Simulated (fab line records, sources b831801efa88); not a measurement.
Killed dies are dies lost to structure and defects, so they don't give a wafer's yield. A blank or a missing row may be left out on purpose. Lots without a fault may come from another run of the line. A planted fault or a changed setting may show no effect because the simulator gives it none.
Tool commonality check | flow gf180mcu | 10 lots, 30 wafers sampled

WHY IT WAS OPENED
At GF_PSD_TW_MEAS_11 the reading PSD_TW is flagged on 2 of 10 lots. Wafers without a fault read 3215, standard deviation 28.
Rule: a lot is flagged when every wafer of it that has a number lies more than 4 standard deviations from that mean, or none has a number. The other lots count as sound.

lot  | measured     | on            | PSD_TW, wafer by wafer | flag
L335 | day 14 11:25 | film_metro-02 | 3164 3184 3170         |
L337 | day 15 16:53 | film_metro-01 | 3252 3248 3242         |
L339 | day 16 01:02 | film_metro-02 | 3190 3193 3204         |
L341 | day 16 19:05 | film_metro-02 | 3203 3214 3192         |
L343 | day 17 05:59 | film_metro-01 | 3231 3241 3241         |
L344 | day 17 19:49 | film_metro-02 | 3454 3459 3461         | FLAGGED
L346 | day 18 11:41 | film_metro-01 | 3500 3500 3505         | FLAGGED
L354 | day 21 10:38 | film_metro-02 | 3177 3180 3163         |
L355 | day 21 12:31 | film_metro-02 | 3185 3197 3197         |
L357 | day 22 02:07 | film_metro-01 | 3197 3230 3223         |
The numbers of the flagged lots are 3480 on average: +265 against the usual, or +9 standard deviations.

WHICH TOOL RAN EACH LOT
The record holds 2 process steps before the reading, out of a route of 602 steps. In each cell: the tool, then ch and the chambers that the sampled wafers went through, then the start.
lot  | flag    | GF_PSD_IMPLANT_09               | GF_PSD_STRIP_10
L335 |         | implanter-04 ch 0, day 14 11:13 | plasma_asher-03 ch 0,1, day 14 11:19
L337 |         | implanter-04 ch 0, day 15 16:39 | plasma_asher-01 ch 0,1, day 15 16:47
L339 |         | implanter-01 ch 0, day 16 00:49 | plasma_asher-02 ch 0,1, day 16 00:57
L341 |         | implanter-01 ch 0, day 16 18:51 | plasma_asher-02 ch 0, day 16 18:59
L343 |         | implanter-01 ch 0, day 17 05:45 | plasma_asher-02 ch 0,1, day 17 05:52
L344 | FLAGGED | implanter-01 ch 0, day 17 19:34 | plasma_asher-03 ch 0,1, day 17 19:43
L346 | FLAGGED | implanter-01 ch 0, day 18 11:27 | plasma_asher-01 ch 0,1, day 18 11:35
L354 |         | implanter-03 ch 0, day 21 10:25 | plasma_asher-03 ch 0,1, day 21 10:32
L355 |         | implanter-03 ch 0, day 21 12:16 | plasma_asher-03 ch 0,1, day 21 12:25
L357 |         | implanter-01 ch 0, day 22 01:52 | plasma_asher-01 ch 0,1, day 22 02:01
What these steps do:
- GF_PSD_IMPLANT_09
- GF_PSD_STRIP_10: strips in O2/N2.
- GF_PSD_TW_MEAS_11

FLAGGED OVER TOTAL, TOOL BY TOOL (the gauges that took the reading come last)
step              | tool            | lots run | flagged | share of the flagged lots | sound lots run after its first flagged lot
GF_PSD_IMPLANT_09 | implanter-01    | 6        | 2       | all                       | 1 (L357)
GF_PSD_IMPLANT_09 | implanter-03    | 2        | 0       | none                      | -
GF_PSD_IMPLANT_09 | implanter-04    | 2        | 0       | none                      | -
GF_PSD_STRIP_10   | plasma_asher-01 | 3        | 1       | some                      | 1 (L357)
GF_PSD_STRIP_10   | plasma_asher-02 | 3        | 0       | none                      | -
GF_PSD_STRIP_10   | plasma_asher-03 | 4        | 1       | some                      | 2 (L354,L355)
GF_PSD_TW_MEAS_11 | film_metro-01   | 4        | 1       | some                      | 1 (L357)
GF_PSD_TW_MEAS_11 | film_metro-02   | 6        | 1       | some                      | 2 (L354,L355)

WHAT THE TABLE ALLOWS
1 row of the table ran every flagged lot: implanter-01 at GF_PSD_IMPLANT_09.
- implanter-01 at GF_PSD_IMPLANT_09: 2 of its 6 lots flagged. Sound lots ran on it after the first flagged one (L357), which a lasting fault on the whole tool wouldn't allow. Its own readings lie more than 4 standard deviations out on every wafer of the flagged lots: beam_on_s, dose_ions_cm2, faraday_current_uA.
No row of the table ran every flagged lot and no sound lot after the first.

WHAT THE SIMULATOR HAD PUT IN
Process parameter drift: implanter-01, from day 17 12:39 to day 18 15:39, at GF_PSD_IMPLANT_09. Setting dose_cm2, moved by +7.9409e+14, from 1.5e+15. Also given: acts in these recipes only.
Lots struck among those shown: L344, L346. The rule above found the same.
